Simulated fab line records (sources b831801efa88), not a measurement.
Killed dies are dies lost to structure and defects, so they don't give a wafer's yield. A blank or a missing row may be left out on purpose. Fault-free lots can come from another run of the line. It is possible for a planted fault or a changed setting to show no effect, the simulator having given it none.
Matching of chambers -- flow gf180mcu -- cmp-01 running GF_V2_CMP_04: 4 sister chambers
The step polishes SiO2. 4 wafers are shown with their chamber, then 7 later ones without.

EACH WAFER AND ITS CHAMBER
wafer,chamber,motor_current_A (A)
L101.2,2,12.8
L101.6,3,12.3
L104.1,0,11.6
L104.2,1,13.9

WAFERS WITHOUT THEIR CHAMBER
wafer,motor_current_A (A)
L104.5,11.5
L113.1,11.1
L113.4,13.1
L113.6,11.5
L115.1,13.8
L115.2,13.0
L115.5,12.6

CHAMBER TAKEN BY EACH
wafer,from the rows above,in truth
L104.5,0,0
L113.1,0,0
L113.4,can't be placed: 2 or 3 or 1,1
L113.6,0,0
L115.1,1,1
L115.2,can't be placed: 2 or 3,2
L115.5,can't be placed: 2 or 3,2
Placed correctly: 4 of 7. Unplaceable from these rows: 3, with the true chamber sitting among the candidates in 3. 0 placed wrongly.
How it was worked out, from the rows above alone: a wafer's distance from a chamber is the root of the sum, over the readings, of the square of ((its reading less the chamber's mean) divided by the reading's scatter). If the next closest chamber is less than 2 further off than the closest, the wafer can't be placed; otherwise it belongs to the closest. For every chamber, the mean is computed from those of its wafers that are shown. The scatter: root of mean squared gap, hidden wafer to nearest shown wafer, with one shown wafer a chamber.
